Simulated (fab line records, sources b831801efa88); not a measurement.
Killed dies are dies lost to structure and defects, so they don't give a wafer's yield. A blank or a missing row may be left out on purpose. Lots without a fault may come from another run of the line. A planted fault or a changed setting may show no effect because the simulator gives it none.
fab line records | flow sky130
record lots=5 wafers=15 last_day=50
route steps=708 shown VT_ADJUST_PCH@145 SONOS_TUNNEL@154 SONOS_ONO@168
lots that met no fault: from a run of the same line without faults
start_h: hours from the record's first day to the start of the lot's first wafer shown | wait_h: hours since the lot's step before | " the same as in the row above | L1.1+2: a row that stands for several wafers | - no value, or no start given | * or withheld: withheld | < > ~ a bound
route shown NAME@n: a module of which the file shows steps, and the number in the route of the first | usual: mean/standard deviation of fault-free wafers | same: alike in all rows | chamber/n: place in a boat | sites: the reading at each site | _std_site: their standard deviation | _edge_site: outer sites' mean less inner sites' | radius_mm: how far each site lies from the wafer's centre | mask NAME#n: copy n | behind: the tool/chamber that last shaped the wafer | hold: why the lot was held/for how many hours/how that ended | device: the transistor (n, p or np) that didn't switch | end of line: the same wafers' tests at the end of the route | a step without rows: its recipe alone | killed: dies lost to structure and defects at the first sort, not the wafer's yield | map: a wafer's dies, x killed, . not, _ none there
set.NAME: the setting as run; set.NAME@STEP: as run at that earlier step | model.NAME: the simulator's own value behind a step, which no gauge read
lots at some steps of the route; a table a step, a row a wafer
services: from which hour (start_h, from the record's first day; less than 0 if before it) a tool's chamber was out of use, for how many hours, and why
## steps
# step SKY_VT_ADJUST_PCH_COAT_02
# recipe spin_rpm=2000 resist_thk_nm=3000
# columns lot.wafer tool chamber start_h wait_h
L074.2+3+6 litho_track-01 0 215.08 0.1
L076.1+2+3 litho_track-01 0 226.21 0.1
L086.1+4+6 litho_track-01 0 306.46 0.1
L094.2+4+6 litho_track-02 0 366.15 0.1
L096.1+3+5 litho_track-02 0 381.27 0.1
# step SKY_VT_ADJUST_PCH_SOFTBAKE_03
# recipe temp_c=110 time_s=withheld
# usual heater_power_total_W=65.35/0.13
# columns lot.wafer tool chamber start_h wait_h heater_power_total_W
L074.2 litho_track-01 0 215.24 0.1 65.51
L074.3 " 0 " " 65.47
L074.6 " 0 " " 65.15
L076.1 litho_track-01 0 226.36 0.1 65.16
L076.2 " 0 " " 65.37
L076.3 " 0 " " 65.54
L086.1 litho_track-01 0 306.61 0.1 65.32
L086.4 " 0 " " 65.26
L086.6 " 0 " " 65.42
L094.2 litho_track-02 0 366.31 0.1 65.56
L094.4 " 0 " " 65.33
L094.6 " 0 " " 65.37
L096.1 litho_track-02 0 381.42 0.1 65.44
L096.3 " 0 " " 65.36
L096.5 " 0 " " 65.11
# step SKY_VT_ADJUST_PCH_EXPOSE_04
# recipe mask_id=NWM na=0.6 source_shape=conventional sigma_outer=0.6 polarization=unpolarized target_cd_nm=840 dose_mj=255
# usual stage_vel_mm_s=500.02/0.24
# columns lot.wafer tool chamber start_h wait_h mask stage_vel_mm_s
L074.2 iline_stepper-02 0 - - NWM#0 499.63
L074.3 " 0 " " NWM#0 499.78
L074.6 " 0 " " NWM#0 500.08
L076.1 iline_stepper-01 0 - - NWM#0 499.75
L076.2 " 0 " " NWM#0 499.85
L076.3 " 0 " " NWM#0 499.91
L086.1 iline_stepper-01 0 - - NWM#0 500.05
L086.4 " 0 " " NWM#0 500.08
L086.6 " 0 " " NWM#0 500.35
L094.2 iline_stepper-02 0 - - NWM#0 500.17
L094.4 " 0 " " NWM#0 500.24
L094.6 " 0 " " NWM#0 500.02
L096.1 iline_stepper-01 0 - - NWM#0 499.44
L096.3 " 0 " " NWM#0 499.64
L096.5 " 0 " " NWM#0 499.88
# step SKY_VT_ADJUST_PCH_PEB_05
# recipe temp_c=115 time_s=withheld
# usual heater_power_total_W=69.34/0.13
# columns lot.wafer tool chamber start_h wait_h heater_power_total_W
L074.2 litho_track-02 0 - - 69.44
L074.3 " 0 " " 69.33
L074.6 " 0 " " 69.38
L076.1 litho_track-02 0 - - 69.10
L076.2 " 0 " " 69.19
L076.3 " 0 " " 69.34
L086.1 litho_track-04 0 - - 69.31
L086.4 " 0 " " 69.33
L086.6 " 0 " " 69.46
L094.2 litho_track-01 0 - - 69.48
L094.4 " 0 " " 69.32
L094.6 " 0 " " 69.13
L096.1 litho_track-02 0 - - 69.14
L096.3 " 0 " " 69.43
L096.5 " 0 " " 69.33
# step SKY_VT_ADJUST_PCH_DEVELOP_06
# recipe wall_angle_deg=90 developer=TMAH develop_time_s=60 dev_temp_c=23
# same develop_time_s=60
# columns lot.wafer tool chamber start_h wait_h
L074.2+3+6 litho_track-02 0 - -
L076.1+2+3 litho_track-02 0 - -
L086.1+4+6 litho_track-04 0 - -
L094.2+4+6 litho_track-01 0 - -
L096.1+3+5 litho_track-02 0 - -
# step SKY_VT_ADJUST_PCH_OVL_MEAS_07
# usual VT_ADJUST_PCH_OVL=0.3/1.6
# columns lot.wafer tool chamber start_h wait_h VT_ADJUST_PCH_OVL[nm]
L074.2 overlay-02 - 226.23 - 0.0
L074.3 " - " " 1.7
L074.6 " - " " 0.4
L076.1 overlay-02 - 238.52 - 0.9
L076.2 " - " " -2.1
L076.3 " - " " -2.0
L086.1 overlay-01 - 318.29 - 1.4
L086.4 " - " " -0.2
L086.6 " - " " -0.2
L094.2 overlay-01 - 380.26 - 2.1
L094.4 " - " " 1.2
L094.6 " - " " 1.0
L096.1 overlay-02 - 395.47 - -1.8
L096.3 " - " " 0.7
L096.5 " - " " -0.6
# step SKY_VT_ADJUST_PCH_IMPLANT_08
# recipe species=B energy_kev=10 dose_cm2=5e+11 tilt_deg=withheld
# same implant_ion_amu=11
# columns lot.wafer tool chamber start_h wait_h
L074.2+3+6 implanter-01 0 226.28 0.0
L076.1+2+3 implanter-03 0 238.56 0.0
L086.1+4+6 implanter-01 0 318.32 0.0
L094.2+4+6 implanter-01 0 380.32 0.0
L096.1+3+5 implanter-03 0 395.51 0.0
# step SKY_VT_ADJUST_PCH_STRIP_09
# recipe chemistry=O2/N2 power_w=1400 pressure_mtorr=1500 platen_temp_c=withheld o2_flow_sccm=3000 n2_flow_sccm=300 overash_fraction=0.5
# usual drypump_motor_current_A=5.71/0.28 oes_product_au=0.722/0.0042 strip_time_to_endpoint_s=36.97/0.094
# columns lot.wafer tool chamber start_h wait_h drypump_motor_current_A oes_product_au rf_hours_counter_h strip_time_to_endpoint_s
L074.2 plasma_asher-03 0 226.41 0.1 5.74 0.722 53 37.07
L074.3 " 1 " " 5.51 0.721 - 36.97
L074.6 " 0 " " 5.75 0.723 - 37.12
L076.1 plasma_asher-03 0 238.71 0.1 5.74 0.717 54 37.00
L076.2 " 1 " " 5.47 0.726 54 37.04
L076.3 " 1 " " 5.43 0.725 - 37.04
L086.1 plasma_asher-03 0 318.47 0.1 5.71 0.725 63 36.82
L086.4 " 1 " " 5.49 0.716 - 36.87
L086.6 " 0 " " 5.73 0.722 - 36.87
L094.2 plasma_asher-03 1 380.44 0.1 5.50 0.726 69 36.90
L094.4 " 1 " " 5.48 0.717 - 36.83
L094.6 " 1 " " 5.51 0.722 - 36.91
L096.1 plasma_asher-03 1 395.66 0.1 5.50 0.723 71 36.77
L096.3 " 1 " " 5.53 0.711 - 36.87
L096.5 " 0 " " 5.77 0.716 - 36.89
# step SKY_VT_ADJUST_PCH_TW_MEAS_10
# usual VT_ADJUST_PCH_TW=142.9/0.73
# columns lot.wafer tool chamber start_h wait_h VT_ADJUST_PCH_TW
L074.2 film_metro-04 - 226.52 0.1 143.8
L074.3 " - " " 143.4
L074.6 " - " " 143.3
L076.1 film_metro-01 - 238.81 0.1 144.1
L076.2 " - " " 143.1
L076.3 " - " " 143.1
L086.1 film_metro-04 - 318.57 0.1 143.1
L086.4 " - " " 142.7
L086.6 " - " " 142.4
L094.2 film_metro-02 - 380.55 0.1 141.3
L094.4 " - " " 140.9
L094.6 " - " " 140.9
L096.1 film_metro-02 - 395.76 0.1 142.1
L096.3 " - " " 142.0
L096.5 " - " " 142.4
# step SKY_SONOS_TUNNEL_DEHYDRATE_00
# recipe temp_c=200 time_s=60
# usual heater_power_total_W=160.37/0.13
# columns lot.wafer tool chamber start_h wait_h heater_power_total_W
L074.2 litho_track-02 0 237.60 11.1 160.42
L074.3 " 0 " " 160.21
L074.6 " 0 " " 160.28
L076.1 litho_track-02 0 249.37 10.6 160.35
L076.2 " 0 " " 160.34
L076.3 " 0 " " 160.50
L086.1 litho_track-03 0 330.58 12.0 160.28
L086.4 " 0 " " 160.51
L086.6 " 0 " " 160.57
L094.2 litho_track-04 0 393.71 13.1 160.27
L094.4 " 0 " " 160.45
L094.6 " 0 " " 160.19
L096.1 litho_track-04 0 409.44 13.7 160.40
L096.3 " 0 " " 160.28
L096.5 " 0 " " 160.20
# step SKY_SONOS_TUNNEL_HMDS_01
# recipe prime_time_s=60 prime_temp_c=120
# columns lot.wafer tool chamber start_h wait_h
L074.2+3+6 litho_track-02 0 237.75 0.1
L076.1+2+3 litho_track-02 0 249.52 0.1
L086.1+4+6 litho_track-03 0 330.73 0.1
L094.2+4+6 litho_track-04 0 393.86 0.1
L096.1+3+5 litho_track-04 0 409.59 0.1
# step SKY_SONOS_TUNNEL_COAT_02
# recipe resist=NOVOLAK spin_rpm=3000 resist_thk_nm=1140
# columns lot.wafer tool chamber start_h wait_h
L074.2+3+6 litho_track-02 0 237.90 0.1
L076.1+2+3 litho_track-02 0 249.67 0.1
L086.1+4+6 litho_track-03 0 330.88 0.1
L094.2+4+6 litho_track-04 0 394.01 0.1
L096.1+3+5 litho_track-04 0 409.74 0.1
# step SKY_SONOS_TUNNEL_SOFTBAKE_03
# recipe temp_c=90 time_s=60 resist=NOVOLAK
# usual heater_power_total_W=56.59/0.044
# columns lot.wafer tool chamber start_h wait_h heater_power_total_W
L074.2 litho_track-02 0 238.05 0.1 56.68
L074.3 " 0 " " 56.57
L074.6 " 0 " " 56.57
L076.1 litho_track-02 0 249.82 0.1 56.64
L076.2 " 0 " " 56.52
L076.3 " 0 " " 56.53
L086.1 litho_track-03 0 331.03 0.1 56.62
L086.4 " 0 " " 56.65
L086.6 " 0 " " 56.60
L094.2 litho_track-04 0 394.16 0.1 56.60
L094.4 " 0 " " 56.60
L094.6 " 0 " " 56.56
L096.1 litho_track-04 0 409.89 0.1 56.60
L096.3 " 0 " " 56.56
L096.5 " 0 " " 56.61
# step SKY_SONOS_TUNNEL_EXPOSE_04
# recipe mask_id=TUNM na=0.6 source_shape=conventional sigma_outer=0.6 polarization=unpolarized target_cd_nm=410 dose_mj=136
# usual stage_vel_mm_s=500.01/0.25
# columns lot.wafer tool chamber start_h wait_h mask stage_vel_mm_s
L074.2 iline_stepper-01 0 - - TUNM#0 499.91
L074.3 " 0 " " TUNM#0 499.91
L074.6 " 0 " " TUNM#0 499.86
L076.1 iline_stepper-01 0 - - TUNM#0 500.10
L076.2 " 0 " " TUNM#0 500.27
L076.3 " 0 " " TUNM#0 500.20
L086.1 iline_stepper-01 0 - - TUNM#0 500.27
L086.4 " 0 " " TUNM#0 499.77
L086.6 " 0 " " TUNM#0 500.09
L094.2 iline_stepper-01 0 - - TUNM#0 499.92
L094.4 " 0 " " TUNM#0 499.79
L094.6 " 0 " " TUNM#0 500.08
L096.1 iline_stepper-02 0 - - TUNM#0 499.85
L096.3 " 0 " " TUNM#0 499.95
L096.5 " 0 " " TUNM#0 499.87
# step SKY_SONOS_TUNNEL_PEB_05
# recipe temp_c=withheld time_s=* resist=NOVOLAK
# columns lot.wafer tool chamber start_h wait_h
L074.2+3+6 litho_track-04 0 - -
L076.1+2+3 litho_track-02 0 - -
L086.1+4+6 litho_track-02 0 - -
L094.2+4+6 litho_track-02 0 - -
L096.1+3+5 litho_track-04 0 - -
# step SKY_SONOS_TUNNEL_DEVELOP_06
# recipe resist=NOVOLAK developer=TMAH develop_time_s=60 dev_temp_c=23
# same develop_time_s=60
# columns lot.wafer tool chamber start_h wait_h
L074.2+3+6 litho_track-04 0 249.31 0.1
L076.1+2+3 litho_track-02 0 261.97 0.1
L086.1+4+6 litho_track-02 0 344.62 0.1
L094.2+4+6 litho_track-02 0 408.00 0.1
L096.1+3+5 litho_track-04 0 423.84 0.1
# step SKY_SONOS_TUNNEL_CD_MEAS_07
# recipe target_cd_nm=410
# usual cd_nm=410.0/2.3
# columns lot.wafer tool chamber start_h wait_h cd_nm
L074.2 cd_sem-01 - 249.46 0.1 409.4
L074.3 " - " " 411.4
L074.6 " - " " 409.6
L076.1 cd_sem-02 - 262.12 0.1 407.2
L076.2 " - " " 408.1
L076.3 " - " " 407.8
L086.1 cd_sem-02 - 344.77 0.1 406.1
L086.4 " - " " 407.7
L086.6 " - " " 406.9
L094.2 cd_sem-02 - 408.14 0.1 409.0
L094.4 " - " " 407.8
L094.6 " - " " 407.3
L096.1 cd_sem-01 - 423.99 0.1 411.0
L096.3 " - " " 413.3
L096.5 " - " " 410.7
# step SKY_SONOS_TUNNEL_OVL_MEAS_08
# usual SONOS_TUNNEL_OVL=0.0/1.3
# columns lot.wafer tool chamber start_h wait_h SONOS_TUNNEL_OVL[nm]
L074.2 overlay-01 - 249.56 0.1 0.0
L074.3 " - " " -0.3
L074.6 " - " " 2.0
L076.1 overlay-02 - 262.24 0.1 0.5
L076.2 " - " " 0.1
L076.3 " - " " 0.1
L086.1 overlay-02 - 344.89 0.1 -0.6
L086.4 " - " " -0.3
L086.6 " - " " 0.3
L094.2 overlay-02 - 408.25 0.1 0.4
L094.4 " - " " -2.3
L094.6 " - " " -1.3
L096.1 overlay-02 - 424.11 0.1 0.4
L096.3 " - " " 0.1
L096.5 " - " " 1.5
# step SKY_SONOS_TUNNEL_IMPLANT_09
# recipe species=B energy_kev=20 dose_cm2=1e+12 tilt_deg=withheld
# same implant_ion_amu=11
# columns lot.wafer tool chamber start_h wait_h
L074.2+3+6 implanter-01 0 249.62 0.0
L076.1+2+3 implanter-02 0 262.28 0.0
L086.1+4+6 implanter-01 0 344.93 0.0
L094.2+4+6 implanter-02 0 408.30 0.0
L096.1+3+5 implanter-03 0 424.14 0.0
# step SKY_SONOS_TUNNEL_WET_ETCH_10
# recipe chemistry=dHF target_depth_nm=14 target=SiO2 dilution=100:1 temp_c=25 time_s=280
# columns lot.wafer tool chamber start_h wait_h
L074.2+3+6 wet_bench-03 0 249.74 0.1
L076.1+2+3 wet_bench-03 1 262.43 0.1
L086.1+4+6 wet_bench-04 3 345.08 0.1
L094.2+4+6 wet_bench-03 1 408.43 0.1
L096.1+3+5 wet_bench-02 2 424.29 0.1
# step SKY_SONOS_TUNNEL_STRIP_11
# recipe chemistry=SPM time_s=600 temp_c=130
# columns lot.wafer tool chamber start_h wait_h
L074.2+3+6 wet_bench-02 0 249.83 0.0
L076.1+2+3 wet_bench-04 3 262.52 0.0
L086.1+4+6 wet_bench-02 2 345.17 0.0
L094.2+4+6 wet_bench-04 2 408.52 0.0
L096.1+3+5 wet_bench-03 3 424.48 0.0
# step SKY_SONOS_TUNNEL_TW_MEAS_12
# usual SONOS_TUNNEL_TW=196.8/1.8
# columns lot.wafer tool chamber start_h wait_h SONOS_TUNNEL_TW
L074.2 film_metro-03 - 250.02 0.0 196.6
L074.3 " - " " 196.2
L074.6 " - " " 195.5
L076.1 film_metro-02 - 262.71 0.0 197.8
L076.2 " - " " 197.1
L076.3 " - " " 198.3
L086.1 film_metro-04 - 345.52 0.0 197.8
L086.4 " - " " 198.3
L086.6 " - " " 199.3
L094.2 film_metro-03 - 408.72 0.0 193.6
L094.4 " - " " 195.3
L094.6 " - " " 192.1
L096.1 film_metro-02 - 424.67 0.0 197.0
L096.3 " - " " 196.0
L096.5 " - " " 195.3
# step SKY_SONOS_TUNNEL_CLEAN_13
# recipe chemistry=dHF time_s=20 dilution=100:1 dry=ipa_marangoni
# columns lot.wafer tool chamber start_h wait_h
L074.2+3+6 wet_bench-04 0 250.07 0.0
L076.1+2+3 wet_bench-02 1 262.77 0.1
L086.1+4+6 wet_bench-03 3 345.59 0.1
L094.2+4+6 wet_bench-03 2 408.77 0.0
L096.1+3+5 wet_bench-02 2 424.73 0.1
# step SKY_SONOS_ONO_OXIDATION_00
# recipe temp_c=800 ambient=O2 idle_temp_c=700 ramp_up_c_per_min=10 ramp_down_c_per_min=3 stabilise_s=600 purge_s=300 target_thk_a=26 ox_time_s=1249
# usual spike_tc_centre_C=800.2/1.1 tube_center_temp_C=800/0.071 tube_center_temp_C_max=802.1/0.33 zone_power_bottom_pct=23.6/2.5
# columns lot.wafer tool chamber start_h wait_h spike_tc_centre_C tube_center_temp_C tube_center_temp_C_max zone_power_bottom_pct
L074.2 furnace-01 0 250.31 0.2 800.5 799.97 801.8 21.3
L074.3 " 0 " " 801.5 800.07 802.1 21.5
L074.6 " 0 " " 801.0 799.97 802.7 21.2
L076.1 furnace-01 0 263.61 0.8 801.8 800.03 802.2 21.0
L076.2 " 0 " " 800.0 800.06 802.4 21.5
L076.3 " 0 " " 800.1 799.95 801.9 21.2
L086.1 furnace-02 0 347.19 1.6 799.0 800 802.4 26.1
L086.4 " 0 " " 800.2 799.99 802.0 26.6
L086.6 " 0 " " 799.7 800.01 802.3 26.2
L094.2 furnace-01 0 410.15 1.4 800.1 800.13 802.5 21.3
L094.4 " 0 " " 799.1 799.85 802.2 21.4
L094.6 " 0 " " 799.7 800.09 802.0 21.3
L096.1 furnace-02 0 424.76 0.0 801.9 800.01 802.4 26.2
L096.3 " 0 " " 798.3 800.03 802.1 26.2
L096.5 " 0 " " 798.2 800.01 802.0 26.2
# step SKY_SONOS_ONO_THK_MEAS_01
# recipe reads=SiO2_of_SONOS_ONO_OXIDATION_00
# usual SONOS_ONO_OXIDATION_THK=2.61/0.054
# columns lot.wafer tool chamber start_h wait_h SONOS_ONO_OXIDATION_THK[nm]
L074.2 film_metro-04 - 251.67 0.0 2.70
L074.3 " - " " 2.56
L074.6 " - " " 2.57
L076.1 film_metro-03 - 264.96 0.0 2.60
L076.2 " - " " 2.61
L076.3 " - " " 2.59
L086.1 film_metro-01 - 348.54 0.0 2.57
L086.4 " - " " 2.61
L086.6 " - " " 2.55
L094.2 film_metro-04 - 411.51 0.0 2.60
L094.4 " - " " 2.56
L094.6 " - " " 2.63
L096.1 film_metro-04 - 426.11 0.0 2.60
L096.3 " - " " 2.59
L096.5 " - " " 2.64
# step SKY_SONOS_ONO_CVD_02
# recipe material=Si3N4 precursor=DCS/NH3 target_thk_nm=10.5 temp_c=770 time_s=180 pressure_mtorr=250
# usual spike_tc_centre_C=771.7/1.1 zone_power_bottom_pct=21.24/0.27
# columns lot.wafer tool chamber start_h wait_h spike_tc_centre_C zone_power_bottom_pct
L074.2 lpcvd-02 1 251.72 0.0 772.1 21.31
L074.3 " 1 " " 769.1 21.21
L074.6 " 1 " " 771.2 21.01
L076.1 lpcvd-02 1 265.08 0.1 770.5 21.44
L076.2 " 1 " " 770.5 21.05
L076.3 " 1 " " 772.2 21.24
L086.1 lpcvd-02 0 349.04 0.5 772.2 21.58
L086.4 " 0 " " 771.4 21.30
L086.6 " 0 " " 773.9 21.42
L094.2 lpcvd-02 1 414.26 2.7 771.8 20.97
L094.4 " 1 " " 769.4 21.03
L094.6 " 1 " " 773.3 21.53
L096.1 lpcvd-02 1 426.66 0.5 770.9 20.93
L096.3 " 1 " " 770.1 21.08
L096.5 " 1 " " 772.4 21.24
# step SKY_SONOS_ONO_THK_MEAS_03
# recipe reads=Si3N4_of_SONOS_ONO_CVD_02
# usual SONOS_ONO_CVD_02_THK=10.44/0.14
# columns lot.wafer tool chamber start_h wait_h SONOS_ONO_CVD_02_THK[nm]
L074.2 film_metro-04 - 252.78 0.0 10.44
L074.3 " - " " 10.43
L074.6 " - " " 10.47
L076.1 film_metro-01 - 266.13 0.0 10.55
L076.2 " - " " 10.55
L076.3 " - " " 10.53
L086.1 film_metro-04 - 350.09 0.0 10.64
L086.4 " - " " 10.51
L086.6 " - " " 10.64
L094.2 film_metro-03 - 415.32 0.0 10.46
L094.4 " - " " 10.44
L094.6 " - " " 10.60
L096.1 film_metro-04 - 427.71 0.0 10.39
L096.3 " - " " 10.26
L096.5 " - " " 10.26
# step SKY_SONOS_ONO_CVD_04
# recipe material=SiO2 precursor=SiH4/N2O target_thk_nm=5.7199 temp_c=900 pressure_mtorr=400
# usual spike_tc_centre_C=899.7/1 zone_power_bottom_pct=23.2/0.63
# columns lot.wafer tool chamber start_h wait_h spike_tc_centre_C zone_power_bottom_pct
L074.2 lpcvd-03 1 252.83 0.0 900.2 23.8
L074.3 " 1 " " 901.1 24.0
L074.6 " 1 " " 899.2 23.4
L076.1 lpcvd-03 0 266.19 0.1 901.5 22.8
L076.2 " 0 " " 899.9 22.7
L076.3 " 0 " " 899.5 22.6
L086.1 lpcvd-03 1 350.15 0.1 899.1 23.6
L086.4 " 1 " " 900.1 23.8
L086.6 " 1 " " 899.7 23.8
L094.2 lpcvd-03 1 415.37 0.0 901.3 23.8
L094.4 " 1 " " 899.5 23.4
L094.6 " 1 " " 899.8 23.7
L096.1 lpcvd-03 1 427.77 0.1 901.6 23.6
L096.3 " 1 " " 900.7 23.8
L096.5 " 1 " " 901.5 23.5
# step SKY_SONOS_ONO_THK_MEAS_05
# recipe reads=SiO2_of_SONOS_ONO_CVD_04
# usual SONOS_ONO_CVD_04_THK=5.78/0.11
# columns lot.wafer tool chamber start_h wait_h SONOS_ONO_CVD_04_THK[nm]
L074.2 film_metro-03 - 254.09 0.0 5.77
L074.3 " - " " 5.90
L074.6 " - " " 5.86
L076.1 film_metro-01 - 267.44 0.0 5.74
L076.2 " - " " 5.84
L076.3 " - " " 5.73
L086.1 film_metro-01 - 352.02 0.0 5.97
L086.4 " - " " 5.90
L086.6 " - " " 6.01
L094.2 film_metro-03 - 416.63 0.0 5.93
L094.4 " - " " 5.82
L094.6 " - " " 5.78
L096.1 film_metro-04 - 429.02 0.0 5.77
L096.3 " - " " 5.80
L096.5 " - " " 5.75
# step SKY_SONOS_ONO_DEHYDRATE_06
# recipe temp_c=200 time_s=60
# usual heater_power_total_W=160.38/0.13
# columns lot.wafer tool chamber start_h wait_h heater_power_total_W
L074.2 litho_track-02 0 265.45 11.3 160.44
L074.3 " 0 " " 160.42
L074.6 " 0 " " 160.55
L076.1 litho_track-01 0 278.61 11.2 160.26
L076.2 " 0 " " 160.43
L076.3 " 0 " " 160.35
L086.1 litho_track-03 0 364.68 12.6 160.57
L086.4 " 0 " " 160.23
L086.6 " 0 " " 160.59
L094.2 litho_track-02 0 430.70 14.1 160.49
L094.4 " 0 " " 160.36
L094.6 " 0 " " 160.64
L096.1 litho_track-01 0 444.16 15.1 160.19
L096.3 " 0 " " 160.43
L096.5 " 0 " " 160.21
# step SKY_SONOS_ONO_HMDS_07
# recipe prime_time_s=60 prime_temp_c=120
# columns lot.wafer tool chamber start_h wait_h
L074.2+3+6 litho_track-02 0 265.60 0.1
L076.1+2+3 litho_track-01 0 278.76 0.1
L086.1+4+6 litho_track-03 0 364.83 0.1
L094.2+4+6 litho_track-02 0 430.85 0.1
L096.1+3+5 litho_track-01 0 444.31 0.1
# step SKY_SONOS_ONO_COAT_08
# recipe resist=NOVOLAK spin_rpm=3000 resist_thk_nm=1140
# columns lot.wafer tool chamber start_h wait_h
L074.2+3+6 litho_track-02 0 265.75 0.1
L076.1+2+3 litho_track-01 0 278.91 0.1
L086.1+4+6 litho_track-03 0 364.98 0.1
L094.2+4+6 litho_track-02 0 431.00 0.1
L096.1+3+5 litho_track-01 0 444.46 0.1
# step SKY_SONOS_ONO_SOFTBAKE_09
# recipe temp_c=90 time_s=60 resist=NOVOLAK
# usual heater_power_total_W=56.59/0.045
# columns lot.wafer tool chamber start_h wait_h heater_power_total_W
L074.2 litho_track-02 0 265.90 0.1 56.66
L074.3 " 0 " " 56.60
L074.6 " 0 " " 56.64
L076.1 litho_track-01 0 279.06 0.1 56.52
L076.2 " 0 " " 56.66
L076.3 " 0 " " 56.61
L086.1 litho_track-03 0 365.13 0.1 56.63
L086.4 " 0 " " 56.59
L086.6 " 0 " " 56.58
L094.2 litho_track-02 0 431.15 0.1 56.60
L094.4 " 0 " " 56.64
L094.6 " 0 " " 56.57
L096.1 litho_track-01 0 444.61 0.1 56.64
L096.3 " 0 " " 56.59
L096.5 " 0 " " 56.60
# step SKY_SONOS_ONO_EXPOSE_10
# recipe mask_id=ONOM target_cd_nm=410 na=0.6 source_shape=conventional sigma_outer=0.6 dose_mj=150
# usual stage_vel_mm_s=500.02/0.26
# columns lot.wafer tool chamber start_h wait_h mask stage_vel_mm_s
L074.2 iline_stepper-02 0 - - ONOM#0 500.10
L074.3 " 0 " " ONOM#0 500.33
L074.6 " 0 " " ONOM#0 499.80
L076.1 iline_stepper-01 0 - - ONOM#0 499.58
L076.2 " 0 " " ONOM#0 499.72
L076.3 " 0 " " ONOM#0 499.83
L086.1 iline_stepper-02 0 - - ONOM#0 499.88
L086.4 " 0 " " ONOM#0 500.30
L086.6 " 0 " " ONOM#0 500.06
L094.2 iline_stepper-01 0 - - ONOM#0 500.24
L094.4 " 0 " " ONOM#0 500.03
L094.6 " 0 " " ONOM#0 500.33
L096.1 iline_stepper-01 0 - - ONOM#0 500.01
L096.3 " 0 " " ONOM#0 500.33
L096.5 " 0 " " ONOM#0 500.31
# step SKY_SONOS_ONO_PEB_11
# recipe temp_c=withheld time_s=* resist=NOVOLAK
# columns lot.wafer tool chamber start_h wait_h
L074.2+3+6 litho_track-02 0 - -
L076.1+2+3 litho_track-02 0 - -
L086.1+4+6 litho_track-01 0 - -
L094.2+4+6 litho_track-03 0 - -
L096.1+3+5 litho_track-02 0 - -
# step SKY_SONOS_ONO_DEVELOP_12
# recipe develop_time_s=60 dev_temp_c=23
# same develop_time_s=60
# columns lot.wafer tool chamber start_h wait_h
L074.2+3+6 litho_track-02 0 277.75 0.1
L076.1+2+3 litho_track-02 0 290.92 0.1
L086.1+4+6 litho_track-01 0 378.86 0.1
L094.2+4+6 litho_track-03 0 446.51 0.1
L096.1+3+5 litho_track-02 0 459.57 0.1
# step SKY_SONOS_ONO_CD_MEAS_13
# recipe target_cd_nm=410
# usual cd_nm=409.9/2.2
# columns lot.wafer tool chamber start_h wait_h cd_nm
L074.2 cd_sem-02 - 277.89 0.1 414.8
L074.3 " - " " 414.2
L074.6 " - " " 413.5
L076.1 cd_sem-01 - 291.07 0.1 409.6
L076.2 " - " " 408.1
L076.3 " - " " 410.2
L086.1 cd_sem-01 - 379.10 0.2 411.7
L086.4 " - " " 412.5
L086.6 " - " " 412.3
L094.2 cd_sem-02 - 446.65 0.1 411.0
L094.4 " - " " 409.8
L094.6 " - " " 411.8
L096.1 cd_sem-02 - 459.72 0.1 404.5
L096.3 " - " " 406.2
L096.5 " - " " 403.2
# step SKY_SONOS_ONO_OVL_MEAS_14
# usual SONOS_ONO_OVL=0.0/1.5
# columns lot.wafer tool chamber start_h wait_h SONOS_ONO_OVL[nm]
L074.2 overlay-02 - 278.00 0.1 1.4
L074.3 " - " " 0.8
L074.6 " - " " 0.6
L076.1 overlay-01 - 291.19 0.1 0.6
L076.2 " - " " 0.2
L076.3 " - " " -0.9
L086.1 overlay-02 - 379.22 0.1 -0.7
L086.4 " - " " 2.2
L086.6 " - " " 2.5
L094.2 overlay-02 - 446.76 0.1 -2.0
L094.4 " - " " -2.1
L094.6 " - " " -0.5
L096.1 overlay-02 - 459.84 0.1 0.2
L096.3 " - " " -0.3
L096.5 " - " " -0.1
# step SKY_SONOS_ONO_ETCH_15
# recipe target_depth_nm=19.52 chemistry=CHF3/O2 source_w=600 bias_w=200 pressure_mtorr=40 chf3_flow_sccm=50 O2_flow_sccm=5 time_s=7.8
# usual drypump_motor_current_A=5.8/0.39 oes_product_au=0.997/0.0082 throttle_valve_pct=8.824/0.0089
# columns lot.wafer tool chamber start_h wait_h drypump_motor_current_A oes_product_au rf_hours_counter_h throttle_valve_pct
L074.2 rie_diel-04 3 278.03 0.0 6.0 0.990 8 8.832
L074.3 " 2 " " 5.9 0.997 57 8.810
L074.6 " 1 " " 5.9 1.003 - 8.826
L076.1 rie_diel-01 1 291.23 0.0 5.2 1.011 11 8.835
L076.2 " 2 " " 5.4 0.991 42 8.806
L076.3 " 3 " " 6.3 1.009 110 8.821
L086.1 rie_diel-01 2 379.26 0.0 5.4 0.998 44 8.826
L086.4 " 0 " " 6.2 0.995 2 8.830
L086.6 " 0 " " 6.2 1.003 - 8.823
L094.2 rie_diel-01 3 446.79 0.0 6.2 1.012 1 8.823
L094.4 " 2 " " 5.4 0.999 45 8.831
L094.6 " 0 " " 6.2 0.999 - 8.823
L096.1 rie_diel-04 0 459.88 0.0 5.8 0.988 1 8.815
L096.3 " 2 " " 5.9 1.000 61 8.823
L096.5 " 2 " " 5.9 1.004 - 8.819
# step SKY_SONOS_ONO_WET_ETCH_16
# recipe chemistry=dHF target_depth_nm=14 dry=n2_spin target=SiO2 dilution=100:1 temp_c=25 time_s=280
# columns lot.wafer tool chamber start_h wait_h
L074.2+3+6 wet_bench-03 0 278.05 0.0
L076.1+2+3 wet_bench-03 1 291.25 0.0
L086.1+4+6 wet_bench-03 3 379.28 0.0
L094.2+4+6 wet_bench-03 2 446.81 0.0
L096.1+3+5 wet_bench-03 0 459.90 0.0
## services
# columns tool chamber start_h hours kind
implanter-01 - 201.92 2.3 repair
rie_diel-04 3 204.97 2.8 repair
iline_stepper-01 - 214.56 4.7 repair
implanter-03 - 220.95 3.0 repair
furnace-01 - 225.71 2.8 pm
implanter-03 - 246.43 6.0 repair
wet_bench-04 - 276.98 8.2 repair
implanter-03 - 281.86 1.6 repair
wet_bench-02 - 295.39 7.7 repair
lpcvd-02 - 295.56 17.2 pm
iline_stepper-01 - 304.35 1.7 pm
lpcvd-02 - 312.76 2.8 pm
rie_diel-01 3 337.34 9.0 repair
iline_stepper-02 - 339.56 1.0 repair
implanter-01 - 368.88 3.2 pm
iline_stepper-01 - 378.22 2.6 repair
iline_stepper-02 - 380.90 1.7 pm
wet_bench-04 - 386.13 1.9 pm
furnace-01 - 394.18 3.3 pm
implanter-01 - 395.23 2.4 repair
implanter-01 - 417.49 65.9 pm
wet_bench-02 - 420.95 1.5 repair
furnace-01 - 423.59 3.6 pm
rie_diel-01 2 456.85 39.9 repair
## key
fault none
